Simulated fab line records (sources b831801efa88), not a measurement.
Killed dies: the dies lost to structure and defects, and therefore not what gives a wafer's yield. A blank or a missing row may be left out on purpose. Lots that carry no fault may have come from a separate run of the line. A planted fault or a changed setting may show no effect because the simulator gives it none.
Problem report in the 8D (eight disciplines) form, filled by code || flow sky130 || the parts of the form that need people (team, actions taken, sign-off) are left out

== 1. WHAT WENT WRONG ==
Mean of chamber pressure pa at SKY_METAL3_SPUTTER_01: 0.4885 Pa across 6 wafers in 2 lots; on wafers with no fault it is 0.4001 Pa (standard deviation 0.00082). So: +99 or more standard deviations from the usual mean.
The step: material TiN, target thk 20 nm, time 16.7 s.
The first sign was on wafer L989.2 at day 39 15:23, on pvd sputter-03. At this step, 36 wafers from 12 lots have a number in the record. Rule for "out" (also "out of limits"): further than 4 standard deviations from the usual mean. Any other wafer with a number is counted as sound.

== 2. WHAT IT IS, WHAT IT ISN'T ==
{"question": "which readings at this step", "is": "chamber pressure pa", "is not": "cathode dc power W"}
{"question": "which lots", "is": "L989, L992", "is not": "L101, L102, L103, L980, L981, L982, L983, L985, L998, L999"}
{"question": "which wafers of those lots", "is": "all that have a number", "is not": "-"}
{"question": "read on which tools", "is": "pvd sputter-03", "is not": "pvd sputter-01, pvd sputter-02"}
{"question": "when", "is": "from day 39 15:23", "is not": "up to then (15 sound wafers); but 15 sound wafers of L101, L102, L103, L998, L999 came after"}

== 3. THE SUSPECTS, EACH WITH WHAT RULES IT OUT ==
Counting: a tool at any process step up to the reading remains a suspect when it ran all the lots that are out and ran no sound lot after the first of those.
- pvd sputter-04 at SKY_METAL2_SPUTTER_03 (material Ti, target thk 5 nm, time 3.3 s): ruled out as a lasting fault. Sound lots L998, L101 ran on it after its first lot that is out, L989 (day 37 10:31).
- pvd sputter-04 at SKY_METAL2_SPUTTER_04 (material TiN, target thk 70 nm, time 58.3 s): ruled out as a lasting fault. Sound lots L998, L101 ran on it after its first lot that is out, L989 (day 37 10:32).
- pvd sputter-03 at SKY_METAL3_SPUTTER_01 (material TiN, target thk 20 nm, time 16.7 s): kept. It ran every lot that is out, first L989 (day 39 15:23), and no sound lot after that; its last sound lot up to then is L983 (day 38 00:26). Out on those wafers are its own readings of chamber pressure pa.
Remaining after the count: pvd sputter-03 at SKY_METAL3_SPUTTER_01.

== 4. THE CAUSE (what the simulator had put in) ==
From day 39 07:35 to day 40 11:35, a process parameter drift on pvd sputter-03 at SKY_METAL3_SPUTTER_01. Setting chamber pressure pa shifted by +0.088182 from 0.4. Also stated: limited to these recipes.
This tool alone remained once counting was done.

== 5. THE CHAIN OF EFFECTS, in route order ==
One row per reading whose mean, taken over the struck wafers that have a number, lies over 3 standard deviations from the usual. Scope: only readings with a usual standard deviation given in the record; hours: median across lots of the time from each lot's start at the first step in this table that gives one to its start at this step; sigmas: change in usual standard deviations.
{"hours": 0, "step": "SKY_METAL3_SPUTTER_01", "reading": "chamber pressure pa", "usual": "0.4001 Pa", "on struck wafers": 0.4885, "change": "+0.0884", "sigmas": "+99 or more"}
Its process steps:
- SKY_METAL3_SPUTTER_01: material TiN, target thk 20 nm, time 16.7 s.

== 6. HOW IT WOULD HAVE BEEN CAUGHT EARLIER ==
In this record the first reading out of limits was taken at day 39 15:23, 8 hours after the fault began at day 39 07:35.
